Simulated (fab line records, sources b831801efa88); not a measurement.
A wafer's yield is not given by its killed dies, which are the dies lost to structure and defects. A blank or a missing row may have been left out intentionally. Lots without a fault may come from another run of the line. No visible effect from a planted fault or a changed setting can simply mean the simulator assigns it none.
A lot that was struck, set against a sound lot || flow sky130 || 31 steps out of a route of 708
Sound: the wafers L503.4, L503.5, L503.6. Struck: wafer L512.2. (L512.1, L512.6 of the same lot were not struck and are left out.) The cause comes at the end.
Per side, at each step with rows, come the tool, then ch with its chambers, and then its first start. Under that, the readings that differ: sound wafers || struck wafers || difference of the means || sigmas: that difference in standard deviations of wafers without a fault.
alike: readings with means less than 2 such deviations apart, plus words and numbers identical on both sides. not compared: withheld readings, readings lacking a value on some wafer, bounds such as >300 that could conceal the same value, and numbers that have no deviation in the record and whose values overlap.
A row with sigmas, a row that says differs or no value, or rows on one side alone: a step with any of these is where the two part. Numbers that have no deviation but don't overlap get no sigmas and don't part them. A reading that every wafer of one side lacks parts them only if that side has two wafers or more.

first, 6 steps without rows for these wafers: SKY_CONTACT_ETCH_18 (etches Si3N4 in CHF3/O2, stops on TiN, time 39 s, target depth 75 nm); SKY_CONTACT_STRIP_19 (strips in O2/N2); SKY_CONTACT_STRIP_20 (strips in post etch residue remover, time 1200 s); SKY_CONTACT_CLEAN_21 (cleans in IPA, time 180 s); SKY_CONTACT_CLEAN_22 (cleans in O3/DIW); SKY_CONTACT_SPUTTER_23 (material TiN, target thk 20 nm, time 80 s).
SKY_CONTACT_CVD_24: deposits W, target thk 340 nm, time 102.12 s.
  sound on cvdW-01 ch 0,1, day 31 12:09; struck on cvdW-02 ch 0, day 35 03:56
  alike: heaterPowerW
SKY_CONTACT_RS_MEAS_25: uses a four-point probe to measure.
  sound on filmMetro-03 at day 31 12:17; struck on filmMetro-04 at day 35 04:03
  alike: CONTACT_W_RS
SKY_CONTACT_THK_MEAS_26: measures by xrf.
  sound on filmMetro-03 at day 31 12:23; struck on filmMetro-04 at day 35 04:10
  alike: CONTACT_W_THK
then, 2 steps without rows for these wafers: SKY_CONTACT_CMP_27 (polishes, stops on SiO2, t overpolish 15 s, target thk 0 nm); SKY_METAL1_SPUTTER_00 (material Ti, target thk 15 nm, time 10 s).
SKY_METAL1_SPUTTER_01: material TiN, target thk 20 nm, time 16.7 s.
  sound on pvdSputter-04 at day 31 12:44; struck on pvdSputter-03 at day 35 04:33
{"reading": "throttleValvePct (%)", "sound": "28.5 28.5 29.6", "struck": 31.3, "difference": "+2.4", "sigmas": "+2"}
SKY_METAL1_SPUTTER_02: material AlCu, target thk 250 nm, time 13.3 s.
  sound on pvdSputter-04 at day 31 12:45; struck on pvdSputter-03 at day 35 04:34
{"reading": "throttleValvePct (%)", "sound": "28.4 28.6 29.8", "struck": 31.2, "difference": "+2.3", "sigmas": "+2"}
{"reading": "model.AlCu_of_METAL1_SPUTTER_02.thkNm (nm)", "sound": "254.3 252.2 254.4", "struck": 178, "difference": -76, "sigmas": ""}
SKY_METAL1_SPUTTER_03: material Ti, target thk 5 nm, time 3.3 s.
  sound on pvdSputter-04 at day 31 12:47; struck on pvdSputter-03 at day 35 04:36
{"reading": "throttleValvePct (%)", "sound": "28.3 28.6 29.4", "struck": 31.1, "difference": "+2.3", "sigmas": "+2"}
SKY_METAL1_SPUTTER_04: material TiN, target thk 70 nm, time 58.3 s.
  sound on pvdSputter-04 at day 31 12:48; struck on pvdSputter-03 at day 35 04:37
  alike: throttleValvePct
SKY_METAL1_RS_MEAS_05: uses a four-point probe to measure.
  sound on filmMetro-02 at day 31 12:55; struck on filmMetro-02 at day 35 04:40
{"reading": "METAL1_ALCU_RS (ohm/sq)", "sound": "0.1244 0.1256 0.1244", "struck": 0.1811, "difference": "+0.0563", "sigmas": "+33"}
SKY_METAL1_THK_MEAS_06: measures by xrf.
  sound on filmMetro-02 at day 31 13:00; struck on filmMetro-02 at day 35 04:47
{"reading": "METAL1_ALCU_THK (nm)", "sound": "253 248 253", "struck": 177, "difference": -74, "sigmas": -21}
then, 8 steps without rows for these wafers: SKY_METAL1_DEHYDRATE_07 (time 60 s); SKY_METAL1_HMDS_08 (prime time 60 s); SKY_METAL1_COAT_09 (resist thk 60 nm); SKY_METAL1_COAT_10 (resist thk 450 nm); SKY_METAL1_SOFTBAKE_11 (time 90 s); SKY_METAL1_EXPOSE_12 (exposes mask MM1, target cd 140 nm); SKY_METAL1_PEB_13; SKY_METAL1_DEVELOP_14 (develop time 60 s).
SKY_METAL1_CD_MEAS_15: target cd 140 nm.
  sound on cdSem-01 at day 32 16:34; struck on cdSem-01 at day 36 06:58
  alike: cdNm
SKY_METAL1_OVL_MEAS_16:
  sound on overlay-02 at day 32 16:39; struck on overlay-01 at day 36 07:05
  alike: METAL1_OVL
then, 1 step without rows for these wafers: SKY_METAL1_DESCUM_17 (chemistry O2, time 8 s).
SKY_METAL1_ETCH_18: etches BARC in N2/H2, stops on SiO2, time 45.9 s, target depth 60 nm.
  sound on rieMetal-03 ch 0,1, day 32 16:43; struck on rieMetal-03 ch 1, day 36 07:09
{"reading": "rfHoursCounterH (h)", "sound": "- - -", "struck": 9, "difference": "no value on the sound wafers", "sigmas": ""}
{"reading": "throttleValvePct (%)", "sound": "13.213 13.237 13.217", "struck": 13.243, "difference": "+0.021", "sigmas": "+2"}
  alike: biasW, drypumpMotorCurrentA, oesProductAu
SKY_METAL1_METAL_ETCH_19: etches the open film in Cl2/BCl3, stops on SiO2, target depth 360 nm, time 78 s.
  sound on rieMetal-03 ch 0,1, day 32 16:47; struck on rieMetal-03 ch 1, day 36 07:13
{"reading": "oesProductAu (a.u.)", "sound": "0.855 0.857 0.860", "struck": 0.785, "difference": -0.072, "sigmas": -12}
{"reading": "rfHoursCounterH (h)", "sound": "- - -", "struck": 9, "difference": "no value on the sound wafers", "sigmas": ""}
  alike: biasW, drypumpMotorCurrentA, throttleValvePct
then, 1 step without rows for these wafers: SKY_METAL1_STRIP_20 (strips in O2/N2).

WHERE THEY PART
Last at SKY_METAL1_METAL_ETCH_19 as far as this record goes, first at SKY_METAL1_SPUTTER_01.

WHY: what had been put in by the simulator
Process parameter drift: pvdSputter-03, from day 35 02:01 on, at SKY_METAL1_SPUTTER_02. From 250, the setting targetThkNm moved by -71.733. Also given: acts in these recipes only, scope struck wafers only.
